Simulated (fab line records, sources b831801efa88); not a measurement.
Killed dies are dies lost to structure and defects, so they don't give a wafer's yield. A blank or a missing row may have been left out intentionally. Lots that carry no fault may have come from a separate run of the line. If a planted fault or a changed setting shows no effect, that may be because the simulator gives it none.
Problem report in the 8D (eight disciplines) form, filled by code + flow sky130 + the parts of the form that need people (team, actions taken, sign-off) are left out

## 1. PROBLEM STATEMENT
VIA2_HDPCVD_THK at SKY_VIA2_THK_MEAS_01 reads a mean of 1770 nm on 9 wafers of 3 lots; wafers without a fault read 1178 nm with a standard deviation of 11. Relative to the usual mean, that is a shift of +54 standard deviations.
Earliest sighting: wafer L709.1 on film_metro-04 at day 37 12:49. Wafers with a number at this step in the record: 36, from 12 lots. Rule for "out" (also "out of limits"): further than 4 standard deviations from the usual mean. Any other wafer with a number is counted as sound.

## 2. WHAT IT IS AND WHAT IT IS NOT
| question                    | is                           | is not                                                                                 |
|-----------------------------|------------------------------|----------------------------------------------------------------------------------------|
| which readings at this step | VIA2_HDPCVD_THK              | -                                                                                      |
| which lots                  | L708, L709, L711             | L702, L703, L705, L706, L707, L718, L722, L723, L724                                   |
| which wafers of those lots  | all that have a number       | -                                                                                      |
| read on which gauges        | film_metro-01, film_metro-04 | film_metro-02                                                                          |
| when                        | from day 37 12:49            | up to then (15 sound wafers); but 12 sound wafers of L718, L722, L723, L724 came after |

## 3. SUSPECTS, AND WHAT RULES EACH OUT
Counting: any tool at a process step up to the reading is kept as a suspect provided that every lot that is out went through it and no sound lot did after the first of them.
- the gauge at SKY_VIA2_THK_MEAS_01 is ruled out. The wafers that are out were read on 2 gauges (film_metro-01, film_metro-04).
- hdpcvd-02 at SKY_VIA2_HDPCVD_00 (deposits SiO2, target thk 1180 nm, time 196.7 s): kept. Every lot that is out went through it, starting with L709 (day 37 12:41), and after that it ran no sound lot; the last sound lot it ran before then is L707 (day 37 00:28). Out on those wafers are its own readings of sih4_flow_sccm.
After counting, what remains is hdpcvd-02 at SKY_VIA2_HDPCVD_00.

## 4. THE CAUSE (what the simulator had put in)
Process parameter drift: hdpcvd-02, from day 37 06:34 on, at SKY_VIA2_HDPCVD_00. Setting sih4_flow_sccm shifted by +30 from 60. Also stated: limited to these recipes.
After counting, this tool was the only one left.

## 5. THE EFFECT CHAIN, in route order
One row per reading whose mean, taken over the struck wafers that have a number, lies over 3 standard deviations from the usual. Scope: only readings with a usual standard deviation given in the record; hours: median across lots of the time from each lot's start at the first step in this table that gives one to its start at this step; sigmas: change in usual standard deviations.
| hours | step                 | reading         | usual      | on struck wafers | change | sigmas      |
|-------|----------------------|-----------------|------------|------------------|--------|-------------|
| 0     | SKY_VIA2_HDPCVD_00   | sih4_flow_sccm  | 60.01 sccm | 90.06            | +30.05 | +99 or more |
| 0     | SKY_VIA2_THK_MEAS_01 | VIA2_HDPCVD_THK | 1178 nm    | 1770             | +592   | +54         |
Here are the process steps it includes:
- SKY_VIA2_HDPCVD_00: deposits SiO2, target thk 1180 nm, time 196.7 s.

## 6. HOW IT WOULD HAVE BEEN CAUGHT EARLIER
Counted from the fault's start at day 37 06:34, it took 6 hours until the first out-of-limits reading at a measuring or inspecting step in this record, taken at day 37 12:49.
Tool's own readings at SKY_VIA2_HDPCVD_00, sih4_flow_sccm: out on all struck wafers the step has rows for; an alarm limit on them would have tripped on the first.
Lots out: 3; of these, L708, L711 started SKY_VIA2_HDPCVD_00 on hdpcvd-02 after day 37 12:49. A hold on the tool at that time would have spared those 2.
